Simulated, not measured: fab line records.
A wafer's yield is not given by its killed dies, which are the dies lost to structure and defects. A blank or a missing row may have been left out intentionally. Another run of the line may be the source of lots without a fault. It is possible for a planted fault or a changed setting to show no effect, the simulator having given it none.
Problem report in the 8D (eight disciplines) form, filled by code | flow sky130 | the parts of the form that need people (team, actions taken, sign-off) are left out

== 1. THE ISSUE ==
A mean of 2834.0 W is read at SKY_METAL5_SPUTTER_00 for cathode dc power W, taken on 1 wafer of 1 lot, against 2999.9 W (standard deviation 0.6) on wafers free of any fault. So: -99 or more standard deviations from the usual mean.
The step: material Ti, target thk 15 nm, time 10 s.
The first sign was on wafer L509.1 at day 46 21:25, on pvd sputter-02. At this step, 15 wafers from 5 lots have a number in the record. The rule behind "out" and "out of limits": a value lying over 4 standard deviations away from the usual mean. Any other wafer with a number is counted as sound.

== 2. WHAT IT IS; WHAT IT IS NOT ==
question                    | is                 | is not
which readings at this step | cathode dc power W | chamber pressure pa, throttle valve pct
which lots                  | L509               | L499, L502, L518, L520
which wafers of those lots  | L509.1             | L509.3, L509.5
read on which tools         | pvd sputter-02     | pvd sputter-03, pvd sputter-04
when                        | from day 46 21:25  | up to then (8 sound wafers); but 6 sound wafers of L518, L520 came after

== 3. THE SUSPECTS, EACH WITH WHAT RULES IT OUT ==
Counting: if a tool at a process step up to the reading ran every lot that is out, it stays a suspect. Sound lots after the first of them don't rule it out here, since some wafers of a struck lot are sound.
- rie diel-04 at SKY_VIA4_ETCH_12 (etches SiO2 in C4F8/O2/Ar, stops on TiN, target depth 580 nm): kept. It ran the lot that is out, L509 (day 46 19:42).
- plasma asher-03 at SKY_VIA4_STRIP_13 (strips in O2/N2): kept. L509, the lot that is out, went through it at day 46 19:47; up to then, the latest sound lot through it was L499 at day 44 03:44.
- pvd sputter-03 at SKY_VIA4_SPUTTER_17 (material TiN, target thk 20 nm, time 80 s): kept. It ran the lot that is out, L509 (day 46 20:43).
- cvd w-02 at SKY_VIA4_CVD_18 (deposits W, target thk 505 nm, time 152.14 s): kept. It ran the lot that is out, L509 (day 46 20:47).
- cmp-01 at SKY_VIA4_CMP_21 (polishes, stops on SiO2, t overpolish 25 s, target thk 0 nm): kept. L509, the lot that is out, went through it at day 46 21:10; up to then, the latest sound lot through it was L502 at day 45 03:35.
- pvd sputter-02 at SKY_METAL5_SPUTTER_00 (material Ti, target thk 15 nm, time 10 s): kept. L509, the lot that is out, went through it at day 46 21:25; up to then, the latest sound lot through it was L499 at day 44 05:01. Its own readings are out on those wafers: cathode dc power W.
- At SKY_VIA4_CMP_21, inside cmp-01: chamber 2 took the wafers that are out, while their sound lot-mates went through chambers 0, 1.
Left after counting: rie diel-04 at SKY_VIA4_ETCH_12, plasma asher-03 at SKY_VIA4_STRIP_13, pvd sputter-03 at SKY_VIA4_SPUTTER_17, cvd w-02 at SKY_VIA4_CVD_18, cmp-01 at SKY_VIA4_CMP_21, pvd sputter-02 at SKY_METAL5_SPUTTER_00.

== 4. THE CAUSE (what the simulator had put in) ==
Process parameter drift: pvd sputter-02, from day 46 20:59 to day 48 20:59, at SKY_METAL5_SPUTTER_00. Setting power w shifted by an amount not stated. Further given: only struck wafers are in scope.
This tool is one of the 6 suspects left after counting.

== 5. THE CHAIN OF EFFECTS, in route order ==
Each row: a reading whose mean over the struck wafers that have a number lies more than 3 standard deviations from the usual. Scope: only readings with a usual standard deviation given in the record; hours: median across lots of the time from each lot's start at the first step in this table that gives one to its start at this step; sigmas: change in usual standard deviations.
hours | step                  | reading            | usual    | on struck wafers | change | sigmas
0     | SKY_METAL5_SPUTTER_00 | cathode dc power W | 2999.9 W | 2834.0           | -165.9 | -99 or more
It contains these process steps:
- SKY_METAL5_SPUTTER_00: material Ti, target thk 15 nm, time 10 s.

== 6. WHAT WOULD HAVE CAUGHT IT SOONER ==
In this record the first reading out of limits was taken at day 46 21:25, 0 hours after the fault began at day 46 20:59.
